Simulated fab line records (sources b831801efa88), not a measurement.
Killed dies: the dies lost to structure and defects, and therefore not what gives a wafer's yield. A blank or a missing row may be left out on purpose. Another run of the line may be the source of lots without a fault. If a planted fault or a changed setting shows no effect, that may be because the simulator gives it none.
Chamber matching | flow sfqLine | pecvd-02 running SFQ_TRILAYER_L0_CAP_PECVD_011: 3 sister chambers
The step deposits SiO2 from SiH4/N2O, time 13.333 s, target thk 60 nm. 6 wafers are shown with their chamber, then 7 later ones without.

## WAFERS, EACH WITH ITS CHAMBER
wafer  | chamber | throttleValvePct (%) | heaterPowerW (W)
L279.3 | 1       | 24.6                 | 85
L280.2 | 0       | 23.8                 | 110
L280.5 | 0       | 24.0                 | 110
L280.6 | 2       | 24.3                 | 89
L281.1 | 2       | 24.2                 | 75
L281.3 | 1       | 24.5                 | 85

## WAFERS WITH NO CHAMBER GIVEN
wafer  | throttleValvePct (%) | heaterPowerW (W)
L281.4 | 25.0                 | 87
L282.3 | 24.1                 | 91
L282.4 | 24.9                 | 78
L282.5 | 24.1                 | 93
L290.1 | 25.2                 | 71
L290.2 | 24.4                 | 81
L290.5 | 24.2                 | 79

## THE CHAMBER EACH PASSED THROUGH
wafer  | from the rows above     | in truth
L281.4 | 1                       | 1
L282.3 | can't be placed: 2 or 0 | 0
L282.4 | 1                       | 1
L282.5 | can't be placed: 2 or 0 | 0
L290.1 | 1                       | 1
L290.2 | can't be placed: 2 or 1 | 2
L290.5 | 2                       | 2
Placed correctly: 4 of 7. Unplaceable from these rows: 3, with the true chamber sitting among the candidates in 3. Placed wrongly: 0.
How it was worked out, from the rows above alone: a wafer's distance from a chamber is the root of the sum, over the readings, of the square of ((its reading less the chamber's mean) divided by the reading's scatter). The wafer belongs to the nearest chamber; if the next one is less than 2 further off, it can't be placed. For every chamber, the mean is computed from those of its wafers that are shown. The scatter: take each reading less its chamber's mean, square it, sum over the shown wafers, divide by the number of wafers less the number of chambers, and take the root.
